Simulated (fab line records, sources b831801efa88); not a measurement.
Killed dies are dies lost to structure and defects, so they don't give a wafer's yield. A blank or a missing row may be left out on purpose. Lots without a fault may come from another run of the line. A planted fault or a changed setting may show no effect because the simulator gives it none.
fab line records | flow gf180mcu
record lots=24 wafers=72 last_day=35
route steps=602 shown STI@1 NWELL@49 MVPSD@88 HV_LDD@207 NSD@243
lots that met no fault: from a run of the same line without faults
start_h: hours from the record's first day to the start of the lot's first wafer shown | wait_h: hours since the lot's step before | " the same as in the row above | L1.1+2: a row that stands for several wafers | - no value, or no start given | * or withheld: withheld | < > ~ a bound
route shown NAME@n: a module of which the file shows steps, and the number in the route of the first | usual: mean/standard deviation of fault-free wafers | same: alike in all rows | chamber/n: place in a boat | sites: the reading at each site | _std_site: their standard deviation | _edge_site: outer sites' mean less inner sites' | radius_mm: how far each site lies from the wafer's centre | mask NAME#n: copy n | behind: the tool/chamber that last shaped the wafer | hold: why the lot was held/for how many hours/how that ended | device: the transistor (n, p or np) that didn't switch | end of line: the same wafers' tests at the end of the route | a step without rows: its recipe alone | killed: dies lost to structure and defects at the first sort, not the wafer's yield | map: a wafer's dies, x killed, . not, _ none there
set.NAME: the setting as run; set.NAME@STEP: as run at that earlier step | model.NAME: the simulator's own value behind a step, which no gauge read
steps of the route over a sample of lots; a table a step, a row a wafer
services: from which hour (start_h, from the record's first day; less than 0 if before it) a tool's chamber was out of use, for how many hours, and why
## steps
# step GF_STI_BOW_MEAS_00
# recipe mode=bow
# usual INCOMING_BOW=0/6
# columns lot.wafer tool chamber start_h wait_h INCOMING_BOW[um]
L074.1 film_metro-03 - 10.00 - 4
L074.2 " - " " 1
L074.4 " - " " -3
L075.1 film_metro-04 - 15.00 - -14
L075.5 " - " " -3
L075.6 " - " " -4
L076.1 film_metro-01 - 20.00 - -6
L076.3 " - " " 9
L076.6 " - " " -4
L077.2 film_metro-03 - 25.02 - -4
L077.3 " - " " 1
L077.4 " - " " 0
L078.1 film_metro-03 - 30.00 - 11
L078.2 " - " " 5
L078.3 " - " " 3
L079.1 film_metro-01 - 35.00 - 0
L079.4 " - " " -3
L079.5 " - " " 3
L080.1 film_metro-03 - 40.00 - -5
L080.3 " - " " -2
L080.4 " - " " -5
L081.2 film_metro-04 - 45.02 - 1
L081.3 " - " " -3
L081.5 " - " " 2
L082.1 film_metro-01 - 50.00 - -9
L082.2 " - " " -5
L082.4 " - " " 5
L083.1 film_metro-01 - 55.00 - -7
L083.5 " - " " -10
L083.6 " - " " -5
L084.4 film_metro-01 - 60.06 - 6
L084.5 " - " " 2
L084.6 " - " " -12
L085.1 film_metro-03 - 65.00 - -7
L085.2 " - " " -3
L085.6 " - " " 7
L086.3 film_metro-04 - 70.04 - -1
L086.4 " - " " -11
L086.6 " - " " -5
L087.1 film_metro-04 - 75.00 - -3
L087.4 " - " " 8
L087.6 " - " " 7
L088.2 film_metro-04 - 80.02 - 1
L088.4 " - " " -4
L088.6 " - " " 2
L089.2 film_metro-01 - 85.02 - 12
L089.3 " - " " -1
L089.4 " - " " -3
L090.3 film_metro-01 - 90.04 - -2
L090.4 " - " " 0
L090.5 " - " " -3
L091.1 film_metro-03 - 95.00 - 1
L091.5 " - " " -3
L091.6 " - " " -4
L092.1 film_metro-01 - 100.00 - 4
L092.2 " - " " -3
L092.5 " - " " 12
L093.2 film_metro-03 - 105.02 - -4
L093.4 " - " " 5
L093.6 " - " " -3
L094.1 film_metro-03 - 110.00 - 3
L094.5 " - " " 5
L094.6 " - " " 4
L095.1 film_metro-01 - 115.00 - -7
L095.3 " - " " 0
L095.4 " - " " -13
L096.1 film_metro-01 - 120.00 - 4
L096.5 " - " " -8
L096.6 " - " " 8
L097.1 film_metro-04 - 125.00 - -3
L097.2 " - " " 4
L097.4 " - " " 0
# step GF_STI_THK_MEAS_02
# recipe reads=SiO2_of_STI_OXIDATION_01
# usual STI_OXIDATION_THK=9.74/0.17
# columns lot.wafer tool chamber start_h wait_h STI_OXIDATION_THK[nm]
L074.1 film_metro-01 - 11.94 0.0 9.87
L074.2 " - " " 9.67
L074.4 " - " " 9.58
L075.1 film_metro-03 - 16.51 0.0 9.57
L075.5 " - " " 9.51
L075.6 " - " " 9.63
L076.1 film_metro-01 - 21.51 0.0 9.92
L076.3 " - " " 9.86
L076.6 " - " " 9.81
L077.2 film_metro-03 - 27.36 0.0 10.02
L077.3 " - " " 9.99
L077.4 " - " " 9.97
L078.1 film_metro-04 - 31.51 0.0 9.77
L078.2 " - " " 9.94
L078.3 " - " " 9.79
L079.1 film_metro-04 - 36.51 0.0 9.71
L079.4 " - " " 9.51
L079.5 " - " " 9.68
L080.1 film_metro-04 - 41.76 0.0 9.83
L080.3 " - " " 9.79
L080.4 " - " " 9.65
L081.2 film_metro-01 - 46.52 0.0 9.92
L081.3 " - " " 9.83
L081.5 " - " " 9.93
L082.1 film_metro-01 - 51.51 0.0 9.63
L082.2 " - " " 9.65
L082.4 " - " " 9.67
L083.1 film_metro-04 - 57.14 0.0 9.69
L083.5 " - " " 9.72
L083.6 " - " " 9.50
L084.4 film_metro-03 - 61.54 0.0 10.02
L084.5 " - " " 9.97
L084.6 " - " " 10.17
L085.1 film_metro-03 - 68.75 0.0 9.68
L085.2 " - " " 9.75
L085.6 " - " " 9.60
L086.3 film_metro-01 - 71.53 0.0 9.90
L086.4 " - " " 10.07
L086.6 " - " " 9.96
L087.1 film_metro-01 - 76.61 0.0 9.73
L087.4 " - " " 9.71
L087.6 " - " " 9.85
L088.2 film_metro-01 - 82.70 0.0 9.68
L088.4 " - " " 9.69
L088.6 " - " " 9.59
L089.2 film_metro-04 - 86.52 0.0 9.91
L089.3 " - " " 9.81
L089.4 " - " " 9.89
L090.3 film_metro-01 - 91.53 0.0 9.73
L090.4 " - " " 9.69
L090.5 " - " " 9.68
L091.1 film_metro-03 - 96.51 0.0 9.53
L091.5 " - " " 9.59
L091.6 " - " " 9.43
L092.1 film_metro-04 - 103.35 0.0 9.81
L092.2 " - " " 9.87
L092.5 " - " " 9.70
L093.2 film_metro-04 - 107.59 0.0 9.47
L093.4 " - " " 9.56
L093.6 " - " " 9.45
L094.1 film_metro-01 - 111.52 0.0 9.71
L094.5 " - " " 9.58
L094.6 " - " " 9.62
L095.1 film_metro-03 - 116.62 0.0 9.63
L095.3 " - " " 9.47
L095.4 " - " " 9.54
L096.1 film_metro-03 - 121.51 0.0 9.80
L096.5 " - " " 9.89
L096.6 " - " " 9.86
L097.1 film_metro-03 - 126.51 0.0 9.72
L097.2 " - " " 10.01
L097.4 " - " " 9.83
# step GF_NWELL_OVL_MEAS_07
# usual NWELL_OVL=0.2/1.3
# columns lot.wafer tool chamber start_h wait_h NWELL_OVL[nm]
L074.1 overlay-01 - 57.23 - 0.1
L074.2 " - " " -1.3
L074.4 " - " " 0.9
L075.1 overlay-01 - 61.66 - -1.2
L075.5 " - " " 0.5
L075.6 " - " " -1.3
L076.1 overlay-02 - 68.41 - 2.3
L076.3 " - " " 0.4
L076.6 " - " " 1.2
L077.2 overlay-02 - 73.62 - -1.2
L077.3 " - " " -1.6
L077.4 " - " " -0.7
L078.1 overlay-01 - 80.05 - 1.2
L078.2 " - " " 2.6
L078.3 " - " " 1.1
L079.1 overlay-01 - 83.51 - 0.4
L079.4 " - " " -1.1
L079.5 " - " " 0.2
L080.1 overlay-01 - 89.98 - 3.8
L080.3 " - " " 1.9
L080.4 " - " " 0.6
L081.2 overlay-01 - 95.52 - 0.5
L081.3 " - " " -0.5
L081.5 " - " " 0.0
L082.1 overlay-01 - 101.90 - 0.6
L082.2 " - " " -1.0
L082.4 " - " " -1.2
L083.1 overlay-02 - 107.23 - 0.1
L083.5 " - " " 0.3
L083.6 " - " " 1.3
L084.4 overlay-02 - 110.15 - -1.0
L084.5 " - " " 1.2
L084.6 " - " " 1.4
L085.1 overlay-01 - 119.31 - 0.3
L085.2 " - " " 1.5
L085.6 " - " " -0.5
L086.3 overlay-02 - 122.50 - -0.9
L086.4 " - " " -2.7
L086.6 " - " " -1.2
L087.1 overlay-01 - 128.91 - 0.5
L087.4 " - " " 3.7
L087.6 " - " " 0.5
L088.2 overlay-01 - 137.56 - -0.3
L088.4 " - " " -3.2
L088.6 " - " " -1.0
L089.2 overlay-02 - 139.39 - 0.3
L089.3 " - " " -2.4
L089.4 " - " " 0.8
L090.3 overlay-01 - 144.20 - 2.2
L090.4 " - " " 0.0
L090.5 " - " " 0.5
L091.1 overlay-02 - 149.06 - 1.3
L091.5 " - " " -0.3
L091.6 " - " " -1.7
L092.1 overlay-02 - 157.63 - 1.0
L092.2 " - " " -1.1
L092.5 " - " " 1.4
L093.2 overlay-01 - 162.37 - -0.5
L093.4 " - " " -0.7
L093.6 " - " " -0.9
L094.1 overlay-01 - 165.50 - 0.8
L094.5 " - " " -1.3
L094.6 " - " " -0.5
L095.1 overlay-02 - 172.18 - -0.9
L095.3 " - " " 1.4
L095.4 " - " " -0.3
L096.1 overlay-01 - 177.30 - 0.0
L096.5 " - " " 0.4
L096.6 " - " " 0.0
L097.1 overlay-02 - 182.35 - 0.7
L097.2 " - " " -0.8
L097.4 " - " " 0.7
# step GF_MVPSD_STRIP_10
# recipe chemistry=O2/N2 power_w=1400 pressure_mtorr=1500 platen_temp_c=250 o2_flow_sccm=3000 n2_flow_sccm=300 overash_fraction=0.5
# usual drypump_motor_current_A=5.8/0.45 heater_power_w=309/41 oes_product_au=0.723/0.0049 strip_time_to_endpoint_s=37.00/0.1
# columns lot.wafer tool chamber start_h wait_h drypump_motor_current_A heater_power_w oes_product_au rf_hours_counter_h strip_time_to_endpoint_s
L074.1 plasma_asher-02 0 101.84 0.1 6.5 369 0.728 47 37.06
L074.2 " 1 " " 6.1 275 0.719 47 37.04
L074.4 " 0 " " 6.5 358 0.726 - 37.03
L075.1 plasma_asher-01 0 105.49 0.1 5.6 262 0.727 45 37.01
L075.5 " 1 " " 5.1 313 0.729 - 37.11
L075.6 " 0 " " 5.6 268 0.723 - 37.04
L076.1 plasma_asher-01 1 112.89 0.1 5.1 319 0.720 46 37.12
L076.3 " 0 " " 5.6 267 0.729 - 36.93
L076.6 " 1 " " 5.1 319 0.718 - 37.01
L077.2 plasma_asher-03 1 118.83 0.1 5.6 282 0.726 32 36.84
L077.3 " 1 " " 5.6 283 0.724 - 36.86
L077.4 " 0 " " 6.0 295 0.726 - 36.86
L078.1 plasma_asher-03 1 125.72 0.1 5.6 275 0.724 33 37.02
L078.2 " 0 " " 6.0 300 0.726 33 36.94
L078.3 " 1 " " 5.6 283 0.726 - 37.00
L079.1 plasma_asher-02 1 130.33 0.1 6.1 306 0.715 1 36.81
L079.4 " 0 " " 6.5 396 0.720 - 36.84
L079.5 " 1 " " 6.1 317 0.723 - 36.93
L080.1 plasma_asher-02 1 137.24 0.1 6.1 309 0.716 2 36.97
L080.3 " 0 " " 6.5 392 0.726 - 37.04
L080.4 " 1 " " 6.1 308 0.723 - 36.92
L081.2 plasma_asher-02 1 142.93 0.1 6.1 304 0.716 3 36.86
L081.3 " 0 " " 6.5 394 0.726 - 36.91
L081.5 " 1 " " 6.1 304 0.732 - 36.96
L082.1 plasma_asher-01 1 150.79 0.1 5.1 316 0.726 49 36.96
L082.2 " 0 " " 5.6 257 0.717 49 36.95
L082.4 " 1 " " 5.1 319 0.715 - 36.97
L083.1 plasma_asher-03 1 156.67 0.1 5.6 280 0.730 36 36.98
L083.5 " 1 " " 5.6 279 0.722 - 37.01
L083.6 " 0 " " 6.1 305 0.722 - 36.99
L084.4 plasma_asher-02 0 159.02 0.1 6.5 398 0.731 - 37.13
L084.5 " 0 " " 6.5 397 0.722 - 37.28
L084.6 " 1 " " 6.1 304 0.732 - 37.12
L085.1 plasma_asher-01 0 170.18 0.1 5.6 256 0.723 51 36.96
L085.2 " 1 " " 5.1 314 0.719 51 36.99
L085.6 " 1 " " 5.1 313 0.719 - 36.96
L086.3 plasma_asher-03 1 172.82 0.1 5.6 278 0.723 - 37.18
L086.4 " 0 " " 6.0 308 0.722 - 37.16
L086.6 " 1 " " 5.7 287 0.723 - 37.14
L087.1 plasma_asher-01 1 179.78 0.1 5.1 318 0.733 52 36.90
L087.4 " 1 " " 5.1 317 0.721 - 37.06
L087.6 " 1 " " 5.1 313 0.727 - 36.85
L088.2 plasma_asher-03 1 189.02 0.1 5.6 280 0.719 40 36.96
L088.4 " 1 " " 5.6 285 0.719 - 37.00
L088.6 " 1 " " 5.6 285 0.723 - 37.08
L089.2 plasma_asher-03 0 191.54 0.1 6.0 306 0.728 40 36.99
L089.3 " 0 " " 6.0 299 0.724 - 36.87
L089.4 " 1 " " 5.6 283 0.719 - 36.95
L090.3 plasma_asher-03 0 196.55 0.1 6.0 302 0.714 - 37.20
L090.4 " 1 " " 5.6 282 0.723 - 37.23
L090.5 " 0 " " 6.1 304 0.718 - 37.25
L091.1 plasma_asher-01 1 201.57 0.1 5.1 306 0.723 54 36.89
L091.5 " 0 " " 5.7 271 0.724 - 37.01
L091.6 " 1 " " 5.1 312 0.725 - 36.95
L092.1 plasma_asher-02 1 211.32 0.1 6.1 308 0.724 10 36.87
L092.2 " 0 " " 6.5 401 0.716 10 36.93
L092.5 " 1 " " 6.1 309 0.718 - 36.90
L093.2 plasma_asher-02 0 215.49 0.1 6.5 393 0.728 10 37.01
L093.4 " 0 " " 6.5 393 0.725 - 37.11
L093.6 " 0 " " 6.5 390 0.722 - 37.11
L094.1 plasma_asher-01 0 219.98 0.1 5.6 264 0.728 56 37.04
L094.5 " 1 " " 5.1 319 0.722 - 36.84
L094.6 " 0 " " 5.6 258 0.722 - 36.95
L095.1 plasma_asher-03 0 226.53 0.1 6.0 299 0.704 44 37.04
L095.3 " 0 " " 6.1 291 0.718 - 36.97
L095.4 " 1 " " 5.6 282 0.727 - 37.00
L096.1 plasma_asher-01 1 231.58 0.1 5.1 314 0.714 57 36.97
L096.5 " 0 " " 5.6 265 0.724 - 36.97
L096.6 " 1 " " 5.1 321 0.726 - 37.03
L097.1 plasma_asher-02 1 238.29 0.1 6.1 305 0.728 13 37.07
L097.2 " 0 " " 6.5 396 0.722 13 37.14
L097.4 " 0 " " 6.5 397 0.726 - 37.16
# step GF_HV_LDD_CD_MEAS_31
# recipe target_cd_nm=400
# usual cd_nm=405.9/2.1
# columns lot.wafer tool chamber start_h wait_h cd_nm
L074.1 cd_sem-02 - 269.15 0.1 408.3
L074.2 " - " " 405.6
L074.4 " - " " 407.3
L075.1 cd_sem-02 - 273.80 0.1 406.7
L075.5 " - " " 404.4
L075.6 " - " " 404.4
L076.1 cd_sem-01 - 282.45 0.1 407.4
L076.3 " - " " 407.2
L076.6 " - " " 409.0
L077.2 cd_sem-02 - 289.97 0.1 403.1
L077.3 " - " " 404.0
L077.4 " - " " 403.1
L078.1 cd_sem-01 - 295.80 0.1 407.6
L078.2 " - " " 409.4
L078.3 " - " " 407.5
L079.1 cd_sem-02 - 305.55 0.1 403.9
L079.4 " - " " 405.9
L079.5 " - " " 404.6
L080.1 cd_sem-01 - 312.30 0.1 402.1
L080.3 " - " " 404.1
L080.4 " - " " 404.4
L081.2 cd_sem-01 - 318.30 0.1 404.6
L081.3 " - " " 406.8
L081.5 " - " " 401.8
L082.1 cd_sem-01 - 328.13 0.1 404.4
L082.2 " - " " 405.4
L082.4 " - " " 403.9
L083.1 cd_sem-01 - 336.40 0.1 405.9
L083.5 " - " " 406.9
L083.6 " - " " 407.2
L084.4 cd_sem-01 - 339.56 0.1 406.7
L084.5 " - " " 406.4
L084.6 " - " " 405.2
L085.1 cd_sem-01 - 355.50 0.1 406.6
L085.2 " - " " 406.3
L085.6 " - " " 405.0
L086.3 cd_sem-01 - 360.74 0.1 405.3
L086.4 " - " " 406.5
L086.6 " - " " 405.8
L087.1 cd_sem-01 - 366.89 0.1 409.5
L087.4 " - " " 409.1
L087.6 " - " " 408.9
L088.2 cd_sem-02 - 375.60 0.1 409.2
L088.4 " - " " 409.6
L088.6 " - " " 408.0
L089.2 cd_sem-02 - 385.50 0.2 406.1
L089.3 " - " " 406.1
L089.4 " - " " 405.2
L090.3 cd_sem-01 - 392.64 0.1 403.5
L090.4 " - " " 406.6
L090.5 " - " " 403.2
L091.1 cd_sem-01 - 398.68 0.1 406.2
L091.5 " - " " 406.5
L091.6 " - " " 406.9
L092.1 cd_sem-01 - 409.50 0.1 404.7
L092.2 " - " " 407.2
L092.5 " - " " 403.4
L093.2 cd_sem-02 - 415.50 0.1 408.7
L093.4 " - " " 407.5
L093.6 " - " " 405.8
L094.1 cd_sem-02 - 420.10 0.1 406.0
L094.5 " - " " 407.4
L094.6 " - " " 407.7
L095.1 cd_sem-01 - 428.48 0.1 401.5
L095.3 " - " " 404.8
L095.4 " - " " 400.9
L096.1 cd_sem-01 - 436.83 0.1 406.4
L096.5 " - " " 408.5
L096.6 " - " " 406.3
L097.1 cd_sem-02 - 446.39 0.1 409.0
L097.2 " - " " 409.6
L097.4 " - " " 406.3
# step GF_NSD_OVL_MEAS_08
# usual NSD_OVL=0.1/1.5
# columns lot.wafer tool chamber start_h wait_h NSD_OVL[nm]
L074.1 overlay-01 - 314.47 0.1 -0.4
L074.2 " - " " -0.6
L074.4 " - " " 0.8
L075.1 overlay-01 - 319.60 0.1 -0.5
L075.5 " - " " 1.0
L075.6 " - " " 0.8
L076.1 overlay-02 - 328.55 0.1 -1.5
L076.3 " - " " -0.1
L076.6 " - " " -1.2
L077.2 overlay-01 - 336.46 0.1 0.2
L077.3 " - " " 0.2
L077.4 " - " " 0.6
L078.1 overlay-01 - 342.57 0.1 1.1
L078.2 " - " " 0.4
L078.3 " - " " 2.9
L079.1 overlay-02 - 353.42 0.1 -2.7
L079.4 " - " " 1.3
L079.5 " - " " -0.5
L080.1 overlay-02 - 360.68 0.1 -0.2
L080.3 " - " " 0.4
L080.4 " - " " -1.4
L081.2 overlay-01 - 366.13 0.1 3.3
L081.3 " - " " 2.8
L081.5 " - " " 2.2
L082.1 overlay-02 - 378.65 0.1 1.8
L082.2 " - " " 1.5
L082.4 " - " " 1.6
L083.1 overlay-02 - 385.48 0.1 -2.4
L083.5 " - " " -2.9
L083.6 " - " " -2.1
L084.4 overlay-01 - 388.69 0.1 -0.4
L084.5 " - " " -0.7
L084.6 " - " " -1.1
L085.1 overlay-02 - 407.00 0.1 0.0
L085.2 " - " " -1.6
L085.6 " - " " -0.8
L086.3 overlay-01 - 411.89 0.1 0.8
L086.4 " - " " 2.2
L086.6 " - " " 0.4
L087.1 overlay-02 - 418.92 0.1 -1.1
L087.4 " - " " -0.2
L087.6 " - " " -1.8
L088.2 overlay-01 - 427.56 0.1 1.6
L088.4 " - " " 1.7
L088.6 " - " " 1.4
L089.2 overlay-02 - 438.40 0.1 -2.1
L089.3 " - " " -3.5
L089.4 " - " " -2.4
L090.3 overlay-02 - 446.36 0.1 -0.2
L090.4 " - " " -1.1
L090.5 " - " " -1.1
L091.1 overlay-02 - 452.73 0.1 -0.6
L091.5 " - " " 0.7
L091.6 " - " " -0.3
L092.1 overlay-01 - 461.90 0.1 2.0
L092.2 " - " " 2.9
L092.5 " - " " 1.5
L093.2 overlay-01 - 469.67 0.1 1.1
L093.4 " - " " 0.9
L093.6 " - " " 0.2
L094.1 overlay-02 - 472.70 0.1 0.9
L094.5 " - " " -0.2
L094.6 " - " " 1.4
L095.1 overlay-01 - 481.97 0.1 1.1
L095.3 " - " " 0.2
L095.4 " - " " 0.4
L096.1 overlay-02 - 489.60 0.1 0.6
L096.5 " - " " -0.1
L096.6 " - " " 0.3
L097.1 overlay-02 - 498.97 0.1 1.1
L097.2 " - " " 0.6
L097.4 " - " " -0.1
## services
# columns tool chamber start_h hours kind
plasma_asher-03 - 81.01 6.4 repair
plasma_asher-03 - 104.47 2.0 repair
plasma_asher-02 - 108.75 9.0 pm
plasma_asher-02 0 108.75 9.0 vent_cycle
plasma_asher-02 1 108.75 9.0 vent_cycle
plasma_asher-02 0 117.75 - clean
plasma_asher-02 1 117.75 - clean
plasma_asher-01 - 173.59 2.8 pm
plasma_asher-02 - 229.50 0.8 repair
## key
fault none
